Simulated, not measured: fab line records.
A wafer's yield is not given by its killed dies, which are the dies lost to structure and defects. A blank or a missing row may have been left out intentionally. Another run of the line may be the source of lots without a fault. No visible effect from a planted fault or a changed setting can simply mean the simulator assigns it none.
Which of the tools did it? | flow sky130 | 13 lots, 39 wafers sampled, at 5 steps of a route of 708

== WHAT THE GAUGES READ, wafer by wafer ==
SKY_FIELD_ISO_THK_MEAS_25. Usual: FIELD_ISO_CVD_24_THK typically reads 597 nm, with standard deviation 6.1.
lot  | measured    | on            | FIELD_ISO_CVD_24_THK (nm) | flag
L123 | day 2 09:55 | film metro-01 | 587 586 588               |
L124 | day 2 15:15 | film metro-01 | 599 589 590               |
L127 | day 3 05:41 | film metro-02 | 594 603 606               |
L130 | day 3 19:55 | film metro-01 | 592 600 600               |
L132 | day 4 07:53 | film metro-02 | 604 605 603               |
L133 | day 4 15:52 | film metro-02 | 593 600 593               |
L138 | day 5 13:57 | film metro-01 | 598 595 602               |
L141 | day 6 08:25 | film metro-01 | 597 599 595               |
L142 | day 6 14:14 | film metro-02 | 606 607 597               |
L143 | day 6 17:09 | film metro-03 | 608 599 608               |
L144 | day 6 19:26 | film metro-03 | 601 599 595               |
L145 | day 7 01:07 | film metro-02 | 598 600 599               |
L146 | day 7 06:36 | film metro-03 | 598 602 604               |

SKY_VT_ADJUST_NCORE_OVL_MEAS_08. Usual: VT_ADJUST_NCORE_OVL typically reads 0.7 nm, with standard deviation 1.7.
lot  | measured     | on         | VT_ADJUST_NCORE_OVL (nm) | flag
L123 | day 8 17:51  | overlay-01 | -0.8 -4.1 -1.4           |
L124 | day 8 22:47  | overlay-01 | -0.2 1.2 1.8             |
L127 | day 9 17:11  | overlay-01 | 0.6 1.4 1.9              |
L130 | day 10 13:33 | overlay-01 | -0.6 0.3 -1.8            |
L132 | day 11 09:08 | overlay-02 | 3.1 2.6 2.5              |
L133 | day 11 16:05 | overlay-02 | -0.7 0.3 -0.4            |
L138 | day 12 22:38 | overlay-01 | -1.0 -1.1 -1.0           |
L141 | day 14 00:38 | overlay-02 | 0.7 -0.6 -0.7            |
L142 | day 14 07:16 | overlay-01 | -1.0 -0.2 -0.4           |
L143 | day 14 09:08 | overlay-02 | 0.9 1.4 0.0              |
L144 | day 14 15:07 | overlay-02 | 0.0 0.9 -2.3             |
L145 | day 14 21:43 | overlay-01 | 1.2 1.0 0.6              |
L146 | day 15 10:37 | overlay-02 | 1.8 1.5 2.4              |

SKY_SONOS_ONO_OVL_MEAS_14. Usual: SONOS_ONO_OVL typically reads 1.0 nm, with standard deviation 1.5.
lot  | measured     | on         | SONOS_ONO_OVL (nm) | flag
L123 | day 13 06:17 | overlay-02 | 2.0 0.8 2.5        |
L124 | day 13 06:52 | overlay-01 | 3.5 3.1 3.9        |
L127 | day 13 20:02 | overlay-02 | 0.3 -0.6 -0.4      |
L130 | day 14 23:15 | overlay-02 | 1.0 1.7 1.8        |
L132 | day 15 17:50 | overlay-02 | -0.2 1.0 0.6       |
L133 | day 16 05:17 | overlay-01 | -0.3 -2.1 -2.4     |
L138 | day 17 17:28 | overlay-02 | -0.6 1.4 0.5       |
L141 | day 19 01:53 | overlay-02 | 2.4 -0.7 0.2       |
L142 | day 19 07:05 | overlay-01 | -0.1 -0.3 0.1      |
L143 | day 19 11:38 | overlay-01 | -0.8 -1.6 -2.5     |
L144 | day 19 15:28 | overlay-01 | 1.2 1.2 2.0        |
L145 | day 20 03:04 | overlay-02 | 1.1 1.3 0.2        |
L146 | day 20 14:32 | overlay-02 | 1.8 2.4 2.2        |

SKY_GATE_OXIDE_TW_MEAS_14. Usual: GATE_OXIDE_TW typically reads 223.8, with standard deviation 2.2.
lot  | measured     | on            | GATE_OXIDE_TW     | flag
L123 | day 14 10:44 | film metro-02 | 220.8 221.2 223.1 |
L124 | day 14 11:01 | film metro-04 | 225.5 226.9 225.4 |
L127 | day 15 00:39 | film metro-02 | 219.5 220.1 220.6 |
L130 | day 16 05:31 | film metro-02 | 246.9 248.2 246.9 | OFF
L132 | day 17 00:19 | film metro-04 | 226.4 226.7 225.7 |
L133 | day 17 12:38 | film metro-03 | 250.9 250.5 250.7 | OFF
L138 | day 19 03:12 | film metro-02 | 221.4 220.1 222.8 |
L141 | day 20 11:33 | film metro-04 | 226.0 227.3 226.4 |
L142 | day 20 17:04 | film metro-02 | 220.9 219.0 220.9 |
L143 | day 20 20:43 | film metro-04 | 226.7 225.9 226.1 |
L144 | day 21 00:27 | film metro-04 | 226.2 224.9 227.0 |
L145 | day 21 11:17 | film metro-02 | 221.9 222.3 221.6 |
L146 | day 22 01:11 | film metro-04 | 226.0 226.9 226.5 |

== EACH LOT AND THE TOOL THAT RAN IT (in order: tool; ch and the chambers of the sampled wafers; start) ==
lot  | SKY_GATE_OXIDE_IMPLANT_11
L123 | implanter-01 ch 0, day 14 10:17
L124 | implanter-04 ch 0, day 14 10:33
L127 | implanter-01 ch 0, day 15 00:18
L130 | implanter-01 ch 0, day 16 05:11
L132 | implanter-04 ch 0, day 16 23:58
L133 | implanter-01 ch 0, day 17 12:17
L138 | implanter-04 ch 0, day 19 02:51
L141 | implanter-01 ch 0, day 20 11:13
L142 | implanter-02 ch 0, day 20 16:46
L143 | implanter-01 ch 0, day 20 20:23
L144 | implanter-04 ch 0, day 21 00:06
L145 | implanter-02 ch 0, day 21 10:56
L146 | implanter-02 ch 0, day 22 00:49
- SKY_GATE_OXIDE_IMPLANT_11

== WHAT THE TOOLS THEMSELVES READ (means of the sampled wafers that have a number; where no wafer has one, the mark that the record gives instead) ==
SKY_GATE_OXIDE_IMPLANT_11. Usual: beam on s 9.98 s, standard deviation 0.21; dose ions cm2 2.6e+12, standard deviation 3.5e+09; faraday current uA 14.70, standard deviation 0.3.
lot  | tool         | beam on s (s) | dose ions cm2 | faraday current uA | flag
L123 | implanter-01 | 10.03         | 2.6e+12       | 14.64              |
L124 | implanter-04 | 10.13         | 2.6e+12       | 14.45              |
L127 | implanter-01 | 10.08         | 2.6e+12       | 14.55              |
L130 | implanter-01 | 10.11         | 3.8e+12       | 20.95              | OFF
L132 | implanter-04 | 10.13         | 2.6e+12       | 14.50              |
L133 | implanter-01 | 10.10         | 3.8e+12       | 21.01              | OFF
L138 | implanter-04 | 9.91          | 2.6e+12       | 14.81              |
L141 | implanter-01 | 10.19         | 2.6e+12       | 14.42              |
L142 | implanter-02 | 10.10         | 2.6e+12       | 14.53              |
L143 | implanter-01 | 9.94          | 2.6e+12       | 14.72              |
L144 | implanter-04 | 9.97          | 2.6e+12       | 14.74              |
L145 | implanter-02 | 9.71          | 2.6e+12       | 15.07              |
L146 | implanter-02 | 9.76          | 2.6e+12       | 15.00              |

== THE ANSWER, worked out from the rows above alone ==
Rule: a lot is off if the mean of its wafers that have a number lies more than 3 standard deviations from the usual mean. Also off: a lot with no number at a reading for which 4 or more lots have one. The other lots that the step has rows for count as sound. The gauges are gone through in route order, then the tools' own readings, and for those a lot's mean is taken as printed above. The first step at which some lot is off is used, and at that step the reading that is off furthest; a lot without a number counts as furthest.
Off: L130, L133, seen at SKY_GATE_OXIDE_TW_MEAS_14 (GATE_OXIDE_TW).
A tool fits if, at a process step before that reading, it ran every lot that is off, and no sound lot after the first of them. Not tried: the gauges at SKY_GATE_OXIDE_TW_MEAS_14; whatever is off there is also off at SKY_GATE_OXIDE_IMPLANT_11, on other tools, and gauge error can't account for it. Not one of the candidates tried fits.

== WHAT THE SIMULATOR HAD INSERTED ==
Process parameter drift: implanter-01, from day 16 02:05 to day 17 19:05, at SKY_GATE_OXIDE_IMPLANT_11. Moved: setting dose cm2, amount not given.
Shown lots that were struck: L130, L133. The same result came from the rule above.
